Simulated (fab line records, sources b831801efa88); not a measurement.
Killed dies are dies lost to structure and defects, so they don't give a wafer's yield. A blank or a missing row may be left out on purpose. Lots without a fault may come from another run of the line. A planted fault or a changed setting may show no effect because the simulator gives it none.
Which tool did it? | flow sky130 | 12 lots, 36 wafers sampled, at 5 steps of a route of 708

WHAT THE GAUGES READ, wafer by wafer
SKY_LDD_HVP_TW_MEAS_10.
lot  | measured     | on            | LDD_HVP_TW
L323 | day 21 23:43 | film_metro-03 | 457 458 459
L326 | day 22 19:25 | film_metro-03 | 459 461 461
L327 | day 23 09:17 | film_metro-03 | 460 464 460
L328 | day 23 21:54 | film_metro-02 | 455 450 451
L330 | day 24 15:39 | film_metro-02 | 458 456 457
L331 | day 24 22:32 | film_metro-04 | 453 449 448
L333 | day 25 15:35 | film_metro-03 | 459 459 460
L334 | day 25 23:42 | film_metro-02 | 456 455 455
L339 | day 27 13:24 | film_metro-02 | 453 455 453
L340 | day 27 21:05 | film_metro-04 | 430 431 433
L341 | day 28 02:29 | film_metro-04 | 453 451 454
L343 | day 28 18:41 | film_metro-02 | 432 433 433

SKY_LI_CONTACT_OVL_MEAS_13.
lot  | measured     | on         | LI_CONTACT_OVL (nm)
L323 | day 29 10:14 | overlay-02 | -13 -7 -4
L326 | day 30 04:31 | overlay-02 | 7 0 5
L327 | day 30 17:10 | overlay-01 | 5 -1 5
L328 | day 31 05:53 | overlay-02 | 3 2 0
L330 | day 31 23:19 | overlay-02 | 3 3 -2
L331 | day 32 11:07 | overlay-02 | -3 -1 -2
L333 | day 32 22:11 | overlay-01 | -1 1 -6
L334 | day 33 04:26 | overlay-01 | 2 3 -5
L339 | day 34 12:39 | overlay-01 | 0 -3 4
L340 | day 35 01:55 | overlay-01 | 1 -7 -9
L341 | day 35 04:49 | overlay-02 | 0 5 -3
L343 | day 35 19:10 | overlay-01 | 3 5 8

WHICH TOOL RAN EACH LOT (tool, then ch and the chambers of the sampled wafers, then the start)
lot  | SKY_NWELL_STRIP_14                  | SKY_POLY_GATE_ETCH_16              | SKY_LDD_HVP_IMPLANT_08
L323 | plasma_asher-03 ch 0, day 4 19:08   | rie_diel-02 ch 0,2,3, day 16 17:05 | implanter-01 ch 0, day 21 23:29
L326 | plasma_asher-03 ch 0,1, day 5 11:38 | rie_diel-03 ch 1,2,3, day 17 14:10 | implanter-03 ch 0, day 22 19:10
L327 | plasma_asher-01 ch 0,1, day 5 20:16 | rie_diel-03 ch 0,1,3, day 18 04:16 | implanter-03 ch 0, day 23 09:04
L328 | plasma_asher-01 ch 0, day 5 22:29   | rie_diel-02 ch 0,2,3, day 18 15:05 | implanter-04 ch 0, day 23 21:40
L330 | plasma_asher-03 ch 0,1, day 6 12:47 | rie_diel-04 ch 0,1,3, day 19 08:44 | implanter-04 ch 0, day 24 15:25
L331 | plasma_asher-01 ch 0,1, day 6 21:11 | rie_diel-03 ch 0,3, day 19 18:26   | implanter-03 ch 0, day 24 22:17
L333 | plasma_asher-02 ch 0,1, day 7 05:53 | rie_diel-02 ch 0,1,2, day 20 12:50 | implanter-01 ch 0, day 25 15:20
L334 | plasma_asher-02 ch 0,1, day 7 13:26 | rie_diel-04 ch 1,2,3, day 20 21:01 | implanter-01 ch 0, day 25 23:28
L339 | plasma_asher-01 ch 0,1, day 8 16:08 | rie_diel-03 ch 0,1,3, day 22 13:02 | implanter-04 ch 0, day 27 13:10
L340 | plasma_asher-02 ch 0, day 8 20:53   | rie_diel-02 ch 2,3, day 22 18:47   | implanter-03 ch 0, day 27 20:50
L341 | plasma_asher-02 ch 0,1, day 9 03:32 | rie_diel-02 ch 0,1,3, day 23 02:14 | implanter-01 ch 0, day 28 02:14
L343 | plasma_asher-01 ch 0,1, day 9 15:20 | rie_diel-04 ch 1,3, day 23 20:26   | implanter-03 ch 0, day 28 18:26
- SKY_NWELL_STRIP_14: strips in O2/N2.
- SKY_POLY_GATE_ETCH_16: etches Si3N4 in CH3F/O2, stops on poly-Si, time 147.5 s, target depth 75 nm.
- SKY_LDD_HVP_IMPLANT_08

WHAT THE TOOLS THEMSELVES READ (means of the sampled wafers that have a number; where no wafer has one, the mark that the record gives instead)
SKY_NWELL_STRIP_14.
lot  | tool            | drypump_motor_current_A (A) | o2_flow_sccm (sccm) | oes_product_au (a.u.) | strip_time_to_endpoint_s (s)
L323 | plasma_asher-03 | 6.4                         | 2995                | 0.717                 | 36.98
L326 | plasma_asher-03 | 5.7                         | 2997                | 0.721                 | 36.61
L327 | plasma_asher-01 | 5.9                         | 3000                | 0.725                 | 37.16
L328 | plasma_asher-01 | 5.7                         | 3001                | 0.722                 | 36.89
L330 | plasma_asher-03 | 6.0                         | 3002                | 0.719                 | 36.96
L331 | plasma_asher-01 | 5.8                         | 3009                | 0.720                 | 36.88
L333 | plasma_asher-02 | 5.6                         | 2998                | 0.719                 | 36.93
L334 | plasma_asher-02 | 5.5                         | 2990                | 0.727                 | 36.90
L339 | plasma_asher-01 | 5.8                         | 2998                | 0.728                 | 36.89
L340 | plasma_asher-02 | 5.4                         | 3001                | 0.715                 | 36.84
L341 | plasma_asher-02 | 5.6                         | 2999                | 0.720                 | 37.10
L343 | plasma_asher-01 | 5.8                         | 3006                | 0.724                 | 36.96

SKY_POLY_GATE_ETCH_16.
lot  | tool        | drypump_motor_current_A (A) | oes_product_au (a.u.) | throttle_valve_pct (%)
L323 | rie_diel-02 | 6.0                         | 0.636                 | 10.532
L326 | rie_diel-03 | 5.8                         | 0.639                 | 10.542
L327 | rie_diel-03 | 6.2                         | 0.640                 | 10.542
L328 | rie_diel-02 | 5.9                         | 0.646                 | 10.531
L330 | rie_diel-04 | 5.5                         | 0.642                 | 10.543
L331 | rie_diel-03 | 6.4                         | 0.642                 | 10.534
L333 | rie_diel-02 | 5.8                         | 0.636                 | 10.539
L334 | rie_diel-04 | 5.4                         | 0.646                 | 10.535
L339 | rie_diel-03 | 6.2                         | 0.634                 | 10.529
L340 | rie_diel-02 | 6.1                         | 0.642                 | 10.541
L341 | rie_diel-02 | 5.7                         | 0.641                 | 10.545
L343 | rie_diel-04 | 5.7                         | 0.640                 | 10.534

SKY_LDD_HVP_IMPLANT_08.
lot  | tool         | dose_ions_cm2 | faraday_current_uA
L323 | implanter-01 | 1.6966e+13    | 94.3
L326 | implanter-03 | 1.7007e+13    | 96.6
L327 | implanter-03 | 1.6998e+13    | 95.3
L328 | implanter-04 | 1.7000e+13    | 96.6
L330 | implanter-04 | 1.6993e+13    | 96.0
L331 | implanter-03 | 1.7018e+13    | 96.7
L333 | implanter-01 | 1.6987e+13    | 95.6
L334 | implanter-01 | 1.7000e+13    | 96.1
L339 | implanter-04 | 1.7018e+13    | 93.5
L340 | implanter-03 | 1.4359e+13    | 80.0
L341 | implanter-01 | 1.6995e+13    | 96.7
L343 | implanter-03 | 1.4363e+13    | 80.8

THE ANSWER, worked out from the rows above alone
Rule: what is usual is taken from the lots themselves. Put in order of their means at a reading, lots are off if they are a third of the lots or fewer, leave a main group of 4 or more, and stand apart from it by a gap of 3 or more times the standard deviation of the main group's means; of several such gaps the widest counts. A main group whose means are all the same, to the digits that the tables above print for the reading, isn't used. A lot without any number at a reading at which 4 lots or more have one is off too. The other lots that the step has rows for count as sound. The gauges are gone through in route order, then the tools' own readings, and for those a lot's mean is taken as printed above. The first step at which some lot is off is used, and at that step the reading that is off furthest; a lot without a number counts as furthest.
Off: L340, L343, at SKY_LDD_HVP_TW_MEAS_10 (LDD_HVP_TW). The main group: mean 456, standard deviation 3.6.
A tool fits if, at a process step before that reading, it ran every lot that is off, and no sound lot after the first of them. The gauges at SKY_LDD_HVP_TW_MEAS_10 aren't tried: what is off there is off at SKY_LDD_HVP_IMPLANT_08 too, on other tools, and a gauge's error can't cause that. One fits: implanter-03 at SKY_LDD_HVP_IMPLANT_08. Its last sound lot is L331 (day 24 22:17), its first lot that is off L340 (day 27 20:50): a fault that began between those two fits.
The tool's own readings at SKY_LDD_HVP_IMPLANT_08 bear it out: on the lots that are off they differ by more than 5 times the standard deviation of the sound lots' means. dose_ions_cm2 reads 1.4361e+13 there against 1.6998e+13 on the sound lots; faraday_current_uA reads 80.4 there against 95.7 on the sound lots.

WHAT THE SIMULATOR HAD PUT IN
Process parameter drift: implanter-03, from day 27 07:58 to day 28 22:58, at SKY_LDD_HVP_IMPLANT_08. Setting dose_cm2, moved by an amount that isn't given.
Lots struck among those shown: L340, L343. The rule above found the same.
